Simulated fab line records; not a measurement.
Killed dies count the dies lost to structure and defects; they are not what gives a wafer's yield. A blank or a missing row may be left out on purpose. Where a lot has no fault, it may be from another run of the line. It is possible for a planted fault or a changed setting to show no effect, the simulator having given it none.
fab line records -- flow sky130
[record] lots = 4, wafers = 12, last_day = 50
route steps=708 shown LOCAL_INTERCONNECT@400 CONTACT@406 METAL1@434 PAD_OPEN@708
lots with no fault: from the same line, run without faults
start_h: the number of hours between the record's first day and the start of the first shown wafer of the lot -- wait_h: time in hours since the lot's previous step -- " identical to the entry in the row above -- L1.1+2: a row that stands for several wafers -- - no value, or no start given -- * or withheld: withheld -- < > ~ a bound
route shown NAME@n: names a module that has steps shown in the file, with the first one's number in the route -- usual: mean and standard deviation over wafers with no fault -- same: alike in all rows -- chamber/n: place in a boat -- sites: each site's reading -- _std_site: standard deviation across them -- _edge_site: inner sites' mean taken away from outer sites' mean -- radius_mm: for every site, how far away it sits from the centre of the wafer -- mask NAME#n: copy n -- behind: the most recent tool/chamber to have shaped the wafer -- hold: why the lot went on hold/how many hours it stayed there/how the hold came to an end -- device: the transistor (n, p or np) that didn't switch -- end of line: the same wafers' tests at the end of the route -- step lacking rows: just its recipe -- killed: dies lost to structure and defects at the first sort, not the wafer's yield -- map: a wafer's dies, x killed, . not, _ none there
set.NAME: the setting as run; set.NAME@STEP: as run at that earlier step -- model.NAME: the simulator's own value behind a step, which no gauge read
lots at some steps of the route; a table a step, a row a wafer
services: when a tool's chamber went out of use (start_h, in hours from the record's first day, below 0 if earlier), for how many hours, and the reason
[[steps]]
[step SKY_LOCAL_INTERCONNECT_ETCH_13]
[recipe] chemistry = N2/H2, target = BARC, ion_energy_ev = 200, bias_w = 100, pressure_mtorr = 30, n2_flow_sccm = 100, h2_flow_sccm = 200, icp_w = 500, stop_on = SiO2, time_s = 45.9, target_depth_a = 600
[step SKY_LOCAL_INTERCONNECT_METAL_ETCH_14]
[recipe] target_depth_nm = 110, stop_on = PSG, chemistry = Cl2/BCl3, target = TiN, resist_sidewall_deg = 88, pressure_mtorr = 10, icp_w = 900, bias_w = 48.5, Cl2_flow_sccm = 60, bcl3_flow_sccm = 30, time_s = 31.4
[step SKY_LOCAL_INTERCONNECT_STRIP_15]
[recipe] chemistry = O2/N2, power_w = 1400, pressure_mtorr = 1500, platen_temp_c = withheld, o2_flow_sccm = 3000, n2_flow_sccm = 300, overash_fraction = 0.5
[step SKY_LOCAL_INTERCONNECT_STRIP_16]
[recipe] chemistry = post_etch_residue_remover, time_s = 1200, temp_c = 72.5
[step SKY_LOCAL_INTERCONNECT_CLEAN_17]
[recipe] chemistry = IPA, time_s = 180, temp_c = 25
[step SKY_LOCAL_INTERCONNECT_CLEAN_18]
[recipe] chemistry = O3/DIW, dry = n2_spin
[step SKY_CONTACT_CVD_00]
[recipe] material = Si3N4, target_thk_nm = 75, temp_c = 400, time_s = withheld, rf_w = 450
[step SKY_CONTACT_HDPCVD_02]
[recipe] material = SiO2, target_thk_nm = 565, sigma_open_frac = 0.3, time_s = 94.2, temp_c = 600, sih4_flow_sccm = 62.48, pressure_mtorr = 6
[step SKY_CONTACT_CMP_04]
[recipe] material = SiO2, down_force_psi = 4, platen_rpm = 60, pad_velocity_m_s = 0.94248
[usual] motor_current_A = 12.3/1.3, platen_rpm = 59.99/0.041, time_to_endpoint_s = 89/4.5
lot.wafer,tool,chamber,start_h,wait_h,motor_current_A,platen_rpm,time_to_endpoint_s
L138.1,cmp-02,2,708.42,0.1,12.1,60.00,88
L138.6,cmp-02,1,708.42,0.1,12.0,59.99,91
L138.5,cmp-02,2,708.42,0.1,11.9,60.06,88
L146.2,cmp-02,3,763.79,0.1,13.3,60.07,85
L146.4,cmp-02,0,763.79,0.1,10.0,60.02,88
L146.5,cmp-02,3,763.79,0.1,12.8,59.95,84
L148.2,cmp-02,0,785.26,0.0,10.0,59.98,101
L148.4,cmp-02,1,785.26,0.0,12.9,59.97,93
L148.5,cmp-02,1,785.26,0.0,11.9,59.95,96
L158.1,cmp-02,3,865.92,0.1,12.8,60.05,85
L158.2,cmp-02,1,865.92,0.1,12.7,59.97,87
L158.5,cmp-02,3,865.92,0.1,13.5,59.92,82
[step SKY_CONTACT_DEHYDRATE_06]
[recipe] temp_c = 200, time_s = 60
[step SKY_CONTACT_HMDS_07]
[recipe] prime_time_s = 60, prime_temp_c = 120
[step SKY_CONTACT_COAT_08]
[recipe] resist = BARC, temp_c = withheld, time_s = withheld, spin_rpm = 3000, resist_thk_nm = 60
[step SKY_CONTACT_COAT_09]
[recipe] resist = KrF-thick, spin_rpm = 3000, resist_thk_nm = 450
[step SKY_CONTACT_SOFTBAKE_10]
[recipe] temp_c = 100.5, time_s = 90, resist = KrF-thick
[step SKY_CONTACT_EXPOSE_11]
[recipe] mask_id = CTM1, na = 0.8, source_shape = annular, sigma_inner = 0.55, sigma_outer = 0.85, target_cd_nm = 170, dose_mj = 38
[step SKY_CONTACT_PEB_12]
[recipe] peb_temp_c = withheld, peb_time_s = withheld, resist = KrF-thick
[step SKY_CONTACT_DEVELOP_13]
[recipe] develop_time_s = 60, resist = KrF-thick, dev_temp_c = 21
[step SKY_CONTACT_ETCH_16]
[recipe] chemistry = N2/H2, target = BARC, ion_energy_ev = 200, source_w = 500, bias_w = 100, pressure_mtorr = 30, n2_flow_sccm = 100, h2_flow_sccm = 200, stop_on = SiO2, time_s = 45.9, target_depth_a = 600
[step SKY_CONTACT_ETCH_17]
[recipe] target = SiO2, chemistry = C4F8/O2/Ar, stop_on = Si3N4, mask_material = KrF-thick, source_w = 1500, bias_w = 1200, pressure_mtorr = 40, c4f8_flow_sccm = withheld, O2_flow_sccm = 6, Ar_flow_sccm = 300, time_s = withheld, target_depth_a = 3400
[step SKY_CONTACT_ETCH_18]
[recipe] target = Si3N4, chemistry = CHF3/O2, stop_on = TiN, source_w = 600, bias_w = 200, pressure_mtorr = 40, chf3_flow_sccm = 50, O2_flow_sccm = 5, time_s = 39, target_depth_a = 750
[step SKY_CONTACT_STRIP_19]
[recipe] chemistry = O2/N2, power_w = 1400, pressure_mtorr = 1500, platen_temp_c = withheld, o2_flow_sccm = 3000, n2_flow_sccm = 300, overash_fraction = 0.5
[step SKY_CONTACT_STRIP_20]
[recipe] chemistry = post_etch_residue_remover, time_s = 1200, temp_c = 72.5
[step SKY_CONTACT_CLEAN_21]
[recipe] chemistry = IPA, time_s = 180, temp_c = 25
[step SKY_CONTACT_CLEAN_22]
[recipe] chemistry = O3/DIW, dry = n2_spin
[step SKY_CONTACT_SPUTTER_23]
[recipe] material = TiN, target_thk_nm = 20, chamber_pressure_pa = 5, power_w = 4000, time_s = 80
[step SKY_CONTACT_CVD_24]
[recipe] material = W, target_thk_nm = 340, time_s = 102.12, temp_c = 400, pressure_torr = 40
[step SKY_CONTACT_CMP_27]
[recipe] stop_on = SiO2, t_overpolish_s = 15, down_force_psi = 3.5, platen_rpm = 60, target_thk_nm = 0, pad_velocity_m_s = 0.94248
[step SKY_METAL1_SPUTTER_00]
[recipe] material = Ti, target_thk_nm = 15, power_w = 3000, time_s = 10, chamber_pressure_pa = 0.4
[step SKY_METAL1_SPUTTER_01]
[recipe] material = TiN, target_thk_nm = 20, power_w = 6500, time_s = 16.7, chamber_pressure_pa = 0.4
[step SKY_METAL1_SPUTTER_02]
[recipe] material = AlCu, target_thk_nm = 250, power_w = 10600, time_s = 13.3, chamber_pressure_pa = 0.4
[step SKY_METAL1_SPUTTER_03]
[recipe] material = Ti, target_thk_nm = 5, power_w = 3000, time_s = 3.3, chamber_pressure_pa = 0.4
[step SKY_METAL1_SPUTTER_04]
[recipe] material = TiN, target_thk_nm = 70, power_w = 6500, time_s = 58.3, chamber_pressure_pa = 0.4
[step SKY_PAD_OPEN_PROBE_99]
[usual] killed_at_M0_to_M3 = 43/6.8, killed_at_M4_up = 3.3/1.8, killed_at_contacts = 25/5.9, killed_at_front_end = 16/4.2, killed_at_other = 0.3/0.69, killed_dies = 87/8.6, killed_on_rim = 17/3.6, killed_open = 48/6.3, killed_short = 39/5.3
[same] gross_dies = 492, killed_at_back_side = 0
lot.wafer,tool,chamber,start_h,wait_h,killed_at_M0_to_M3,killed_at_M4_up,killed_at_contacts,killed_at_front_end,killed_at_other,killed_dies,killed_on_rim,killed_open,killed_short
L138.1,prober-02,-,1077.88,0.1,37,3,22,13,0,75,15,42,33
L138.5,prober-02,-,1078.08,0.2,44,9,27,19,1,100,21,47,53
L138.6,prober-02,-,1078.13,0.2,32,5,24,16,0,77,16,45,32
L146.2,prober-01,-,1118.35,0.1,45,3,18,19,1,86,15,44,42
L146.4,prober-01,-,1118.45,0.2,35,4,114,20,0,173,35,43,37
L146.5,prober-01,-,1118.50,0.2,46,3,22,16,0,87,16,47,40
L148.2,prober-01,-,1134.94,0.1,40,4,114,9,0,167,33,43,27
L148.4,prober-01,-,1135.04,0.2,45,2,39,9,1,96,14,52,44
L148.5,prober-01,-,1135.09,0.2,50,5,26,16,0,97,21,59,38
L158.1,prober-01,-,1190.44,0.1,44,1,19,23,0,87,11,47,39
L158.2,prober-01,-,1190.49,0.1,33,2,37,10,0,82,18,47,34
L158.5,prober-01,-,1190.64,0.2,45,3,16,15,0,79,14,43,36
// killed by level:class
L138.1 VIA1:geometric_particle:open=10 LI_CONTACT:geometric_particle:open=7 CONTACT:geometric_particle:short=6 FIELD_ISO:geometric_particle:open=5 METAL1:geometric_particle:short=5 VIA2:geometric_particle:open=4 VIA3:geometric_particle:open=4 CONTACT:geometric_particle:open=3
L138.5 VIA1:geometric_particle:open=12 CONTACT:geometric_particle:open=9 METAL2:geometric_particle:short=9 METAL4:geometric_particle:short=7 LI_CONTACT:geometric_particle:open=7 POLY_GATE:geometric_particle:short=6 CONTACT:geometric_particle:short=6 FIELD_ISO:geometric_particle:short=5
L138.6 VIA1:geometric_particle:open=11 CONTACT:geometric_particle:open=9 LI_CONTACT:geometric_particle:open=6 VIA3:geometric_particle:open=5 METAL4:geometric_particle:short=5 FIELD_ISO:geometric_particle:short=4 POLY_GATE:geometric_particle:open=4 CONTACT:geometric_particle:short=4
L146.2 VIA1:geometric_particle:open=13 METAL1:geometric_particle:short=7 CONTACT:geometric_particle:open=6 VIA2:geometric_particle:open=6 FIELD_ISO:geometric_particle:short=5 FIELD_ISO:geometric_particle:open=5 METAL2:geometric_particle:short=5 LI_CONTACT:geometric_particle:open=4
L146.4 CONTACT:unspecified=93 VIA1:geometric_particle:open=9 CONTACT:geometric_particle:open=8 VIA2:geometric_particle:open=6 LI_CONTACT:geometric_particle:short=6 METAL1:geometric_particle:short=6 VIA1:geometric_particle:short=5 LI_CONTACT:geometric_particle:open=4
L146.5 METAL1:geometric_particle:short=7 LI_CONTACT:geometric_particle:open=7 CONTACT:geometric_particle:open=6 VIA1:geometric_particle:open=6 VIA3:geometric_particle:open=6 VIA3:geometric_particle:short=5 METAL2:geometric_particle:short=5 SPACER:geometric_particle:open=5
L148.2 CONTACT:unspecified=97 VIA1:geometric_particle:open=9 LI_CONTACT:geometric_particle:open=8 VIA2:geometric_particle:open=8 VIA3:geometric_particle:open=6 VIA1:geometric_particle:short=5 LOCAL_INTERCONNECT:geometric_particle:short=4 CONTACT:geometric_particle:open=4
L148.4 VIA1:geometric_particle:open=11 CONTACT:geometric_particle:short=10 CONTACT:geometric_particle:open=10 VIA3:geometric_particle:open=10 VIA2:geometric_particle:open=7 LI_CONTACT:geometric_particle:open=6 LOCAL_INTERCONNECT:geometric_particle:short=6 METAL1:geometric_particle:short=6
L148.5 VIA1:geometric_particle:open=14 LI_CONTACT:geometric_particle:open=9 CONTACT:geometric_particle:open=8 VIA2:geometric_particle:open=8 CONTACT:geometric_particle:short=6 METAL2:geometric_particle:short=6 METAL1:geometric_particle:short=5 METAL2:geometric_particle:open=5
L158.1 VIA1:geometric_particle:open=13 POLY_GATE:geometric_particle:short=7 LI_CONTACT:geometric_particle:open=7 VIA3:geometric_particle:open=6 VIA1:geometric_particle:short=6 CONTACT:geometric_particle:short=5 CONTACT:geometric_particle:open=5 FIELD_ISO:geometric_particle:open=4
L158.2 LI_CONTACT:geometric_particle:open=11 CONTACT:geometric_particle:open=11 VIA2:geometric_particle:open=7 LI_CONTACT:geometric_particle:short=6 CONTACT:geometric_particle:short=5 VIA1:geometric_particle:open=5 LOCAL_INTERCONNECT:geometric_particle:short=4 METAL3:geometric_particle:short=4
L158.5 VIA1:geometric_particle:open=12 POLY_GATE:geometric_particle:short=7 METAL1:geometric_particle:short=7 VIA2:geometric_particle:open=7 METAL2:geometric_particle:short=5 VIA3:geometric_particle:open=5 POLY_GATE:geometric_particle:open=4 LI_CONTACT:geometric_particle:open=4
// map L146.4 (x killed, . not)
__________.x...x..x._________
________.....x.xx..xx._______
______.xxxxx..xx..xx...._____
_____xxxxx....x....x..x..____
____..xx..xx..xxxx.....xxx___
___.x...x..xx.xxx..xxx....x__
__xx.....xx.....x.........x._
_x..x..xx.x.....x.x..xxx.....
_x.xx....x...x.....xx...x....
_xx.x......x...........xxx.x.
_x..xx...xx...x.xx.x.x.x...xx
_..x..x.xx..xx.xx.....x.x....
_x.....x.x.xx..x.xxx.x..x....
_xx..x.x..xx..x...x.xxx..xxxx
_x.x.xx.......xx....x..x..x..
__...x...xx....xxx.....x...._
___.x..x...x.xxx.x.........__
____.xx.....xxx...........___
_____.x.....x........x.xx____
______.xxxx.x.....x..x.._____
________.....xx...x..._______
__________x......x.._________
// map L148.2 (x killed, . not)
__________x.x.....x._________
________...x.xxx.xx.xx_______
______x..x..x.xxx..x..x._____
_____.x...xx............x____
____..x....x..x.xxx......x___
___.....x....xxx.....x.....__
__.xxxxx....x...x..xx.x....._
_xx.x..x.xxxx.........x..xx..
_..x.x.x..x..xxxxxx.xx.....x.
_x......xx....x.xx..xxxx..x..
_.x.x.x.x..x.x....x.......xx.
_x.xx.x..............xx...x.x
_xx....x....x.x.x.x..x....x.x
_.x.x.x......xxx..x.x.....x..
_xxx.x...x.xx........x.x....x
__.xx..xx..xx.....x.....x..._
___...x...x...x....xxx.....__
____.xx.x.x.x......x......___
_____....x.xx...x.....xx.____
______x.........x.xx.xx._____
________......xx.x.x.._______
__________.xx.x...xx_________
[[services]]
tool,chamber,start_h,hours,kind
cmp-02,-,687.79,1.2,repair
cmp-02,-,713.45,0.7,repair
cmp-02,-,721.95,5.8,pm
cmp-02,-,775.54,1.4,repair
[[key]]
[first_sign] step = SKY_PAD_OPEN_PROBE_99, reading = killed_at_contacts, direction = up, sigmas = 15, usual = 25, struck = 114
[effect] step = SKY_PAD_OPEN_PROBE_99, reading = killed_dies, direction = up, sigmas = 9.6, usual = 87, struck = 170
met_at SKY_CONTACT_CMP_04
struck_wafers L146.4,L148.2
tester_left_out L146,L148
[fault] kind = chamber_particle_source, tool = cmp-02, chamber = 0, onset_h = 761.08, steps = SKY_CONTACT_CMP_04, rate_per_visit_cm2 = 0.44212, end_h = 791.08
// tester_left_out: of these lots the tester's yield and bins aren't shown, on N5 and GAA mostly nor the transistor test; their killed dies are dies lost to structure and defects alone, not to doping, threshold or leakage, so they don't give the yield
